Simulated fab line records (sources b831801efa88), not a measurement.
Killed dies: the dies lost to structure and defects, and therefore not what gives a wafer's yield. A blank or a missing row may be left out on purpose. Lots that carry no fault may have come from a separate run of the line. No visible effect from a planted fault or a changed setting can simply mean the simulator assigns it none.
fab line records | flow gf180mcu
record lots=5 | wafers=14 | last-day=34
route steps=602 shown V4@500 MIM@503 M5@526
lots that met no fault: from a run of the same line without faults
start-h: start of the lot's first displayed wafer, in hours after the record's first day | wait-h: hours since the lot's step before | " the same as in the row above | L1.1+2: several wafers, shown together as one row | - value missing, or start not given | * or withheld: withheld | < > ~ a bound
route shown NAME@n: NAME is a module with steps in the file, n the number in the route of the first one | usual: mean/standard deviation taken from wafers without a fault | same: alike in all rows | chamber/n: place in a boat | sites: per-site readings | _std_site: standard deviation of those values | _edge_site: mean of outer sites minus mean of inner sites | radius-mm: for every site, how far away it sits from the centre of the wafer | mask NAME#n: copy n | behind: tool/chamber where the wafer was last shaped | hold: cause of the lot's hold/its duration in hours/its outcome | device: names the non-switching transistor (n, p or np) | end of line: the tests these same wafers got at the end of their route | where a step has no rows: the recipe by itself | killed: count of dies lost to structure and defects at first sort (not the wafer's yield) | map: shows each die of a wafer: x if killed, . if not, _ if none is there
set.NAME: the setting the step ran with; set.NAME@STEP: the setting that earlier step ran with | model.NAME: the simulator's own value behind a step, which no gauge read
lots at selected steps of the route; one table per step, one row per wafer
services: from which hour (start-h, from the record's first day; less than 0 if before it) a tool's chamber was out of use, for how many hours, and why
## steps
# step GF_V4_RS_MEAS_24
# recipe thk-meas-gauge=four-point-probe | reads=W_of_V4_CVD_23+TiN_of_V4_SPUTTER_22+Ti_of_V4_SPUTTER_21
# usual V4_W_RS=0.324/0.0056
lot.wafer | tool          | chamber | start-h | wait-h | V4_W_RS[ohm/sq]
L667.1    | film-metro-04 | -       | 604.55  | 0.1    | 0.332
L667.3    | "             | -       | "       | "      | 0.329
L667.6    | "             | -       | "       | "      | 0.327
L674.1    | film-metro-01 | -       | 657.17  | 0.1    | 0.334
L674.3    | "             | -       | "       | "      | 0.328
L674.5    | "             | -       | "       | "      | 0.327
L680.2    | film-metro-02 | -       | 708.95  | 0.1    | 0.328
L680.5    | "             | -       | "       | "      | 0.326
L683.1    | film-metro-04 | -       | 723.11  | 0.2    | 0.321
L683.2    | "             | -       | "       | "      | 0.319
L683.3    | "             | -       | "       | "      | 0.320
L684.2    | film-metro-02 | -       | 726.06  | 0.1    | 0.324
L684.3    | "             | -       | "       | "      | 0.326
L684.4    | "             | -       | "       | "      | 0.330
# step GF_V4_THK_MEAS_25
# recipe thk-meas-gauge=xrf | reads=W_of_V4_CVD_23
# usual V4_W_THK=345/6.6
lot.wafer | tool          | chamber | start-h | wait-h | V4_W_THK[nm]
L667.1    | film-metro-04 | -       | 604.67  | 0.1    | 338
L667.3    | "             | -       | "       | "      | 342
L667.6    | "             | -       | "       | "      | 342
L674.1    | film-metro-01 | -       | 657.29  | 0.1    | 334
L674.3    | "             | -       | "       | "      | 342
L674.5    | "             | -       | "       | "      | 343
L680.2    | film-metro-02 | -       | 709.06  | 0.1    | 343
L680.5    | "             | -       | "       | "      | 341
L683.1    | film-metro-04 | -       | 723.23  | 0.1    | 346
L683.2    | "             | -       | "       | "      | 348
L683.3    | "             | -       | "       | "      | 347
L684.2    | film-metro-02 | -       | 726.17  | 0.1    | 346
L684.3    | "             | -       | "       | "      | 344
L684.4    | "             | -       | "       | "      | 339
# step GF_V4_CMP_26
# recipe stop-on=SiO2 | down-force-psi=3.5 | platen-rpm=60 | t-overpolish-s=15 | target-thk-nm=0 | pad-velocity-m-s=0.94248
# step GF_MIM_SPUTTER_00
# recipe material=Ti | target-thk-nm=37.5 | arriving-ion-energy-ev=80 | substrate-temp-c=200 | chamber-pressure-pa=2 | power-w=4000 | time-s=150
# usual throttle-valve-pct=29.6/1.2
lot.wafer | tool           | chamber | start-h | wait-h | throttle-valve-pct
L667.1    | pvd-sputter-01 | -       | 605.03  | 0.2    | 27.7
L667.3    | "              | -       | "       | "      | 30.6
L667.6    | "              | -       | "       | "      | 28.7
L674.1    | pvd-sputter-03 | -       | 657.65  | 0.2    | 30.2
L674.3    | "              | -       | "       | "      | 29.7
L674.5    | "              | -       | "       | "      | 31.4
L680.2    | pvd-sputter-03 | -       | 709.41  | 0.1    | 28.3
L680.5    | "              | -       | "       | "      | 31.2
L683.1    | pvd-sputter-03 | -       | 723.59  | 0.2    | 29.5
L683.2    | "              | -       | "       | "      | 28.4
L683.3    | "              | -       | "       | "      | 30.0
L684.2    | pvd-sputter-01 | -       | 726.52  | 0.1    | 28.7
L684.3    | "              | -       | "       | "      | 27.9
L684.4    | "              | -       | "       | "      | 28.9
# step GF_MIM_SPUTTER_01
# recipe material=TiN | target-thk-nm=30 | power-w=6500 | time-s=25 | chamber-pressure-pa=0.4
# step GF_MIM_SPUTTER_02
# recipe material=AlCu | target-thk-nm=450 | power-w=10600 | time-s=23.9 | chamber-pressure-pa=0.4
# step GF_MIM_SPUTTER_03
# recipe material=Ti | target-thk-nm=10 | substrate-temp-c=300 | chamber-pressure-pa=0.3 | power-w=3000 | time-s=6.7
# step GF_MIM_SPUTTER_04
# recipe material=TiN | target-thk-nm=50 | power-w=6500 | time-s=41.7 | chamber-pressure-pa=0.4
# usual throttle-valve-pct=29.7/1.2
lot.wafer | tool           | chamber | start-h | wait-h | throttle-valve-pct
L667.1    | pvd-sputter-01 | -       | 605.23  | 0.0    | 27.7
L667.3    | "              | -       | "       | "      | 30.4
L667.6    | "              | -       | "       | "      | 28.7
L674.1    | pvd-sputter-03 | -       | 657.84  | 0.0    | 30.2
L674.3    | "              | -       | "       | "      | 29.4
L674.5    | "              | -       | "       | "      | 31.4
L680.2    | pvd-sputter-03 | -       | 709.59  | 0.0    | 28.2
L680.5    | "              | -       | "       | "      | 31.5
L683.1    | pvd-sputter-03 | -       | 723.77  | 0.0    | 29.4
L683.2    | "              | -       | "       | "      | 28.2
L683.3    | "              | -       | "       | "      | 30.0
L684.2    | pvd-sputter-01 | -       | 726.70  | 0.0    | 28.7
L684.3    | "              | -       | "       | "      | 27.5
L684.4    | "              | -       | "       | "      | 28.9
# step GF_MIM_CVD_05
# recipe material=Si3N4 | target-thk-nm=42 | temp-max-c=400 | temp-c=385 | time-s=29.086 | rf-w=450
# usual heater-power-w=589/55
lot.wafer | tool     | chamber | start-h | wait-h | heater-power-w
L667.1    | pecvd-04 | 2       | 605.27  | 0.0    | 634
L667.3    | "        | 1       | "       | "      | 513
L667.6    | "        | 2       | "       | "      | 617
L674.1    | pecvd-03 | 2       | 657.88  | 0.0    | 657
L674.3    | "        | 1       | "       | "      | 578
L674.5    | "        | 1       | "       | "      | 468
L680.2    | pecvd-02 | 2       | 709.63  | 0.0    | 547
L680.5    | "        | 1       | "       | "      | 556
L683.1    | pecvd-03 | 2       | 723.81  | 0.0    | 623
L683.2    | "        | 1       | "       | "      | 518
L683.3    | "        | 0       | "       | "      | 555
L684.2    | pecvd-04 | 0       | 726.74  | 0.0    | 536
L684.3    | "        | 2       | "       | "      | 550
L684.4    | "        | 2       | "       | "      | 550
# step GF_MIM_THK_MEAS_06
# recipe reads=Si3N4_of_MIM_CVD_05
# usual MIM_CVD_05_THK=42.0/0.59
lot.wafer | tool          | chamber | start-h | wait-h | MIM_CVD_05_THK[nm]
L667.1    | film-metro-01 | -       | 605.30  | 0.0    | 42.1
L667.3    | "             | -       | "       | "      | 42.0
L667.6    | "             | -       | "       | "      | 42.2
L674.1    | film-metro-03 | -       | 657.91  | 0.0    | 42.2
L674.3    | "             | -       | "       | "      | 42.7
L674.5    | "             | -       | "       | "      | 42.6
L680.2    | film-metro-01 | -       | 709.67  | 0.0    | 41.6
L680.5    | "             | -       | "       | "      | 41.4
L683.1    | film-metro-03 | -       | 723.84  | 0.0    | 42.2
L683.2    | "             | -       | "       | "      | 42.5
L683.3    | "             | -       | "       | "      | 41.5
L684.2    | film-metro-01 | -       | 726.78  | 0.0    | 42.2
L684.3    | "             | -       | "       | "      | 41.7
L684.4    | "             | -       | "       | "      | 42.2
# step GF_MIM_SPUTTER_07
# recipe material=TiN | target-thk-nm=60 | power-w=6500 | time-s=50 | chamber-pressure-pa=0.4
# step GF_MIM_SPUTTER_08
# recipe material=AlCu | target-thk-nm=200 | power-w=10600 | time-s=10.6 | chamber-pressure-pa=0.4
# step GF_MIM_SPUTTER_09
# recipe material=TiN | target-thk-nm=35 | power-w=6500 | time-s=29.2 | chamber-pressure-pa=0.4
# usual throttle-valve-pct=29.5/1.1
lot.wafer | tool           | chamber | start-h | wait-h | throttle-valve-pct | model.TiN_of_MIM_SPUTTER_09.thk-nm
L667.1    | pvd-sputter-03 | -       | 605.43  | 0.0    | 28.1               | 35.22
L667.3    | "              | -       | "       | "      | 29.7               | 34.72
L667.6    | "              | -       | "       | "      | 28.1               | 35.07
L674.1    | pvd-sputter-01 | -       | 658.03  | 0.0    | 28.7               | 35.19
L674.3    | "              | -       | "       | "      | 30.4               | 34.17
L674.5    | "              | -       | "       | "      | 27.5               | 34.38
L680.2    | pvd-sputter-01 | -       | 709.79  | 0.0    | 28.8               | 34.71
L680.5    | "              | -       | "       | "      | 28.8               | 40.18
L683.1    | pvd-sputter-03 | -       | 723.97  | 0.0    | 30.1               | 34.86
L683.2    | "              | -       | "       | "      | 28.1               | 35.69
L683.3    | "              | -       | "       | "      | 29.8               | 34.51
L684.2    | pvd-sputter-03 | -       | 726.90  | 0.0    | 29.4               | 33.92
L684.3    | "              | -       | "       | "      | 31.7               | 34.43
L684.4    | "              | -       | "       | "      | 30.3               | 34.22
# step GF_MIM_RS_MEAS_10
# recipe thk-meas-gauge=four-point-probe | reads=TiN_of_MIM_SPUTTER_09+AlCu_of_MIM_SPUTTER_08+TiN_of_MIM_SPUTTER_07
# usual MIM_ALCU_RS=0.1611/0.0021
lot.wafer | tool          | chamber | start-h | wait-h | MIM_ALCU_RS[ohm/sq]
L667.1    | film-metro-01 | -       | 605.46  | 0.0    | 0.1609
L667.3    | "             | -       | "       | "      | 0.1609
L667.6    | "             | -       | "       | "      | 0.1612
L674.1    | film-metro-01 | -       | 658.07  | 0.0    | 0.1664
L674.3    | "             | -       | "       | "      | 0.1653
L674.5    | "             | -       | "       | "      | 0.1652
L680.2    | film-metro-01 | -       | 709.84  | 0.0    | 0.1656
L680.5    | "             | -       | "       | "      | 0.1645
L683.1    | film-metro-01 | -       | 724.00  | 0.0    | 0.1603
L683.2    | "             | -       | "       | "      | 0.1593
L683.3    | "             | -       | "       | "      | 0.1612
L684.2    | film-metro-03 | -       | 726.95  | 0.0    | 0.1613
L684.3    | "             | -       | "       | "      | 0.1622
L684.4    | "             | -       | "       | "      | 0.1627
# step GF_MIM_THK_MEAS_11
# recipe thk-meas-gauge=xrf | reads=AlCu_of_MIM_SPUTTER_08
# usual MIM_ALCU_THK=199.9/2.7
lot.wafer | tool          | chamber | start-h | wait-h | MIM_ALCU_THK[nm]
L667.1    | film-metro-01 | -       | 605.58  | 0.1    | 200.2
L667.3    | "             | -       | "       | "      | 200.2
L667.6    | "             | -       | "       | "      | 200.5
L674.1    | film-metro-01 | -       | 658.19  | 0.1    | 195.1
L674.3    | "             | -       | "       | "      | 196.7
L674.5    | "             | -       | "       | "      | 196.4
L680.2    | film-metro-01 | -       | 709.95  | 0.1    | 195.9
L680.5    | "             | -       | "       | "      | 195.2
L683.1    | film-metro-01 | -       | 724.12  | 0.1    | 201.5
L683.2    | "             | -       | "       | "      | 201.0
L683.3    | "             | -       | "       | "      | 199.7
L684.2    | film-metro-03 | -       | 727.06  | 0.1    | 198.3
L684.3    | "             | -       | "       | "      | 198.1
L684.4    | "             | -       | "       | "      | 196.1
# step GF_MIM_DEHYDRATE_12
# recipe temp-c=200 | time-s=60
# step GF_MIM_HMDS_13
# recipe prime-time-s=60 | prime-temp-c=120
# step GF_MIM_COAT_14
# recipe resist=NOVOLAK | spin-rpm=3000 | resist-thk-nm=1000
# step GF_MIM_SOFTBAKE_15
# recipe temp-c=90 | time-s=60 | resist=NOVOLAK
# step GF_MIM_EXPOSE_16
# recipe mask-id=FuseTop | target-cd-nm=2000 | na=0.6 | source-shape=conventional | sigma-outer=0.6 | dose-mj=140
# step GF_MIM_PEB_17
# recipe temp-c=withheld | time-s=* | resist=NOVOLAK
# step GF_MIM_DEVELOP_18
# recipe develop-time-s=60 | dev-temp-c=23
# step GF_MIM_METAL_ETCH_19
# recipe chemistry=Cl2/BCl3 | mask-material=NOVOLAK | stop-on=Si3N4 | target-depth-nm=324.5 | pressure-mtorr=8 | icp-w=800 | bias-w=140 | Cl2_flow_sccm=80 | bcl3-flow-sccm=40 | time-s=54.1
# step GF_MIM_STRIP_20
# recipe chemistry=O2/N2 | power-w=1400 | pressure-mtorr=1500 | platen-temp-c=250 | o2-flow-sccm=3000 | n2-flow-sccm=300 | overash-fraction=0.5
# usual drypump-motor-current-A=5.62/0.24 | heater-power-w=355/24 | oes-product-au=0.690/0.0049 | strip-time-to-endpoint-s=11.20/0.044
lot.wafer | tool            | chamber | start-h | wait-h | drypump-motor-current-A | heater-power-w | oes-product-au | rf-hours-counter-h | strip-time-to-endpoint-s
L667.1    | plasma-asher-03 | 1       | 625.61  | 0.0    | 5.25                    | 331            | 0.689          | 82                 | 11.10
L667.3    | "               | 0       | "       | "      | 5.82                    | 342            | 0.683          | -                  | 11.12
L667.6    | "               | 0       | "       | "      | 5.83                    | 347            | 0.692          | -                  | 11.16
L674.1    | plasma-asher-04 | 1       | 676.88  | 0.0    | 5.78                    | 348            | 0.694          | 19                 | 11.18
L674.3    | "               | 1       | "       | "      | 5.78                    | 338            | 0.698          | -                  | 11.18
L674.5    | "               | 1       | "       | "      | 5.76                    | 343            | 0.694          | -                  | 11.21
L680.2    | plasma-asher-01 | 0       | 727.60  | 0.1    | 5.85                    | 397            | 0.693          | 117                | 11.26
L680.5    | "               | 1       | "       | "      | 5.52                    | 381            | 0.692          | -                  | 11.22
L683.1    | plasma-asher-04 | 1       | 741.00  | 0.0    | 5.74                    | 335            | 0.695          | 26                 | 11.17
L683.2    | "               | 0       | "       | "      | 5.33                    | 327            | 0.691          | 26                 | 11.19
L683.3    | "               | 0       | "       | "      | 5.33                    | 322            | 0.681          | -                  | 11.16
L684.2    | plasma-asher-03 | 0       | 744.58  | 0.0    | 5.84                    | 337            | 0.691          | 96                 | 11.16
L684.3    | "               | 0       | "       | "      | 5.86                    | 337            | 0.690          | -                  | 11.17
L684.4    | "               | 1       | "       | "      | 5.26                    | 329            | 0.692          | -                  | 11.20
# step GF_MIM_STRIP_21
# recipe chemistry=post-etch-residue-remover | time-s=1200 | temp-c=72.5
# step GF_MIM_CLEAN_22
# recipe chemistry=DIW | dry=n2-spin
# step GF_M5_DEHYDRATE_00
# recipe temp-c=200 | time-s=60
# step GF_M5_HMDS_01
# recipe prime-time-s=60 | prime-temp-c=120
# step GF_M5_COAT_02
# recipe resist=KrF | spin-rpm=withheld | resist-thk-nm=1000
# step GF_M5_SOFTBAKE_03
# recipe temp-c=130 | time-s=60 | resist=KrF
# step GF_M5_EXPOSE_04
# recipe mask-id=Metal5 | target-cd-nm=280 | na=0.68 | source-shape=conventional | sigma-outer=0.6 | dose-mj=28
# step GF_M5_PEB_05
# recipe peb-temp-c=135 | peb-time-s=90 | resist=KrF
# step GF_M5_DEVELOP_06
# recipe develop-time-s=60 | dev-temp-c=21
# step GF_M5_CD_MEAS_07
# recipe target-cd-nm=280
# usual cd-nm=279.8/1.3
lot.wafer | tool      | chamber | start-h | wait-h | cd-nm
L667.1    | cd-sem-01 | -       | 645.62  | 0.1    | 279.3
L667.3    | "         | -       | "       | "      | 278.4
L667.6    | "         | -       | "       | "      | 277.7
L674.1    | cd-sem-01 | -       | 695.50  | 0.1    | 281.2
L674.3    | "         | -       | "       | "      | 281.0
L674.5    | "         | -       | "       | "      | 280.5
L680.2    | cd-sem-02 | -       | 745.30  | 0.2    | 280.2
L680.5    | "         | -       | "       | "      | 279.7
L683.1    | cd-sem-02 | -       | 757.92  | 0.1    | 280.6
L683.2    | "         | -       | "       | "      | 279.7
L683.3    | "         | -       | "       | "      | 280.3
L684.2    | cd-sem-01 | -       | 761.02  | 0.1    | 278.4
L684.3    | "         | -       | "       | "      | 278.8
L684.4    | "         | -       | "       | "      | 277.5
# step GF_M5_OVL_MEAS_08
# usual M5_OVL=1/4.5
lot.wafer | tool       | chamber | start-h | wait-h | M5_OVL[nm]
L667.1    | overlay-02 | -       | 645.74  | 0.1    | 1
L667.3    | "          | -       | "       | "      | -8
L667.6    | "          | -       | "       | "      | 4
L674.1    | overlay-02 | -       | 695.62  | 0.1    | -4
L674.3    | "          | -       | "       | "      | 6
L674.5    | "          | -       | "       | "      | 4
L680.2    | overlay-01 | -       | 745.40  | 0.1    | 5
L680.5    | "          | -       | "       | "      | 1
L683.1    | overlay-01 | -       | 758.04  | 0.1    | 4
L683.2    | "          | -       | "       | "      | -5
L683.3    | "          | -       | "       | "      | 1
L684.2    | overlay-02 | -       | 761.13  | 0.1    | 1
L684.3    | "          | -       | "       | "      | 0
L684.4    | "          | -       | "       | "      | 3
# step GF_M5_ETCH_09
# recipe chemistry=CF4/O2 | target=Si3N4 | target-depth-nm=52 | source-w=800 | bias-w=150 | pressure-mtorr=150 | cf4-flow-sccm=80 | O2_flow_sccm=10 | time-s=11.6
# step GF_M5_METAL_ETCH_10
# recipe chemistry=Cl2/BCl3 | mask-material=KrF | target-depth-nm=627.5 | stop-on=SiO2 | pressure-mtorr=8 | icp-w=800 | bias-w=140 | Cl2_flow_sccm=80 | bcl3-flow-sccm=40 | time-s=104.6
# usual bcl3-flow-sccm=40.01/0.1 | drypump-motor-current-A=5.7/0.4 | he-backside-leak-sccm=3.36/0.29 | oes-product-au=0.970/0.0058 | throttle-valve-pct=28.251/0.01
lot.wafer | tool         | chamber | start-h | wait-h | bcl3-flow-sccm | drypump-motor-current-A | he-backside-leak-sccm | oes-product-au | rf-hours-counter-h | throttle-valve-pct
L667.1    | rie-metal-04 | 1       | 645.80  | 0.0    | 40.10          | 5.6                     | 3.25                  | 0.961          | 6                  | 28.265
L667.3    | "            | 0       | "       | "      | 39.99          | 5.3                     | 3.46                  | 0.956          | -                  | 28.246
L667.6    | "            | 1       | "       | "      | 40.00          | 5.6                     | 3.32                  | 0.972          | -                  | 28.246
L674.1    | rie-metal-02 | 0       | 695.68  | 0.0    | 39.98          | 6.0                     | 3.27                  | 0.968          | 5                  | 28.247
L674.3    | "            | 1       | "       | "      | 40.05          | 5.6                     | 3.13                  | 0.977          | -                  | 28.236
L674.5    | "            | 0       | "       | "      | 39.97          | 6.0                     | 3.18                  | 0.975          | -                  | 28.242
L680.2    | rie-metal-03 | 1       | 745.45  | 0.0    | 40.13          | 6.6                     | 3.29                  | 0.965          | 0                  | 28.251
L680.5    | "            | 1       | "       | "      | 40.00          | 6.5                     | 3.27                  | 0.963          | -                  | 28.255
L683.1    | rie-metal-02 | 1       | 758.10  | 0.0    | 40.07          | 5.6                     | 3.20                  | 0.977          | 8                  | 28.254
L683.2    | "            | 0       | "       | "      | 39.91          | 6.0                     | 3.34                  | 0.969          | 7                  | 28.258
L683.3    | "            | 0       | "       | "      | 39.96          | 6.0                     | 3.31                  | 0.971          | -                  | 28.247
L684.2    | rie-metal-04 | 1       | 761.18  | 0.0    | 40.02          | 5.6                     | 3.23                  | 0.969          | 11                 | 28.240
L684.3    | "            | 0       | "       | "      | 39.93          | 5.4                     | 3.61                  | 0.972          | -                  | 28.244
L684.4    | "            | 1       | "       | "      | 39.97          | 5.6                     | 3.23                  | 0.973          | -                  | 28.252
# step GF_M5_STRIP_11
# recipe chemistry=O2/N2 | power-w=1400 | pressure-mtorr=1500 | platen-temp-c=250 | o2-flow-sccm=3000 | n2-flow-sccm=300 | overash-fraction=0.5
# step GF_M5_STRIP_12
# recipe chemistry=post-etch-residue-remover | time-s=1200 | temp-c=72.5
# usual bath-guard-temp-C=72.6/0.54
lot.wafer | tool         | chamber | start-h | wait-h | bath-guard-temp-C | model.TiN_of_MIM_SPUTTER_09.thk-nm
L667.1    | wet-bench-01 | 2       | 646.05  | 0.1    | 72.5              | 34.37
L667.3    | "            | 2       | "       | "      | 72.4              | 33.87
L667.6    | "            | 2       | "       | "      | 72.3              | 34.23
L674.1    | wet-bench-04 | 1       | 695.90  | 0.1    | 72.2              | 34.34
L674.3    | "            | 1       | "       | "      | 72.3              | 33.32
L674.5    | "            | 1       | "       | "      | 72.2              | 33.53
L680.2    | wet-bench-01 | 1       | 745.67  | 0.1    | 72.7              | 33.87
L680.5    | "            | 1       | "       | "      | 73.0              | 39.34
L683.1    | wet-bench-01 | 3       | 758.31  | 0.1    | 73.3              | 34.02
L683.2    | "            | 3       | "       | "      | 73.2              | 34.85
L683.3    | "            | 3       | "       | "      | 73.4              | 33.67
L684.2    | wet-bench-01 | 0       | 761.39  | 0.1    | 72.5              | 33.09
L684.3    | "            | 0       | "       | "      | 72.5              | 33.6
L684.4    | "            | 0       | "       | "      | 72.6              | 33.39
# step GF_M5_CLEAN_13
# recipe chemistry=DIW | dry=n2-spin
## services
tool            | chamber | start-h | hours | kind
plasma-asher-04 | -       | 582.89  | 2.8   | pm
pecvd-04        | -       | 591.12  | 14.0  | pm
plasma-asher-04 | -       | 594.31  | 2.4   | repair
rie-metal-04    | -       | 599.17  | 2.8   | pm
plasma-asher-04 | -       | 603.09  | 54.8  | repair
plasma-asher-03 | -       | 616.49  | 0.5   | repair
plasma-asher-01 | -       | 631.86  | 0.5   | repair
rie-metal-03    | 1       | 636.88  | 6.1   | repair
pvd-sputter-01  | -       | 638.24  | 4.0   | repair
pvd-sputter-03  | 3       | 643.83  | -     | consumable-replace:kit
pvd-sputter-03  | 3       | 643.83  | 18.0  | scheduled-down
pvd-sputter-03  | 3       | 643.83  | 18.0  | vent-cycle
pecvd-02        | 2       | 645.93  | 14.6  | repair
pvd-sputter-01  | -       | 654.93  | 2.8   | repair
rie-metal-04    | -       | 692.72  | 14.6  | pm
pecvd-03        | -       | 697.92  | 1.5   | repair
pecvd-02        | 2       | 711.62  | 2.4   | repair
pvd-sputter-01  | -       | 712.39  | 2.3   | repair
rie-metal-03    | -       | 727.01  | 0.4   | repair
plasma-asher-01 | -       | 733.75  | 9.0   | pm
rie-metal-02    | -       | 736.71  | 2.8   | pm
pvd-sputter-01  | -       | 740.19  | 5.5   | repair
rie-metal-04    | -       | 747.21  | 1.4   | pm
pvd-sputter-01  | -       | 754.30  | 1.3   | repair
## key
first-sign none at tools or gauges
model-effect step=GF_MIM_SPUTTER_09 | value=TiN_of_MIM_SPUTTER_09.thk-nm | without=34.73 | struck=40.18
model-effect step=GF_M5_STRIP_12 | value=TiN_of_MIM_SPUTTER_09.thk-nm | without=33.89 | struck=39.34
met-at GF_MIM_SPUTTER_09
struck-wafers L680.5
sort-left-out L680.5
onset-between 658.03 709.79
fault kind=process-parameter-drift | tool=pvd-sputter-01 | chamber=- | onset-h=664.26 | steps=GF_MIM_SPUTTER_09 | channel=time-s | offset=* | shape=step | end-h=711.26 | scope=struck-wafers-only | acts-in=* | stated=*
# sort-left-out: the simulated sort isn't trusted on such a fault, so these wafers' sort isn't shown, and their yield isn't known
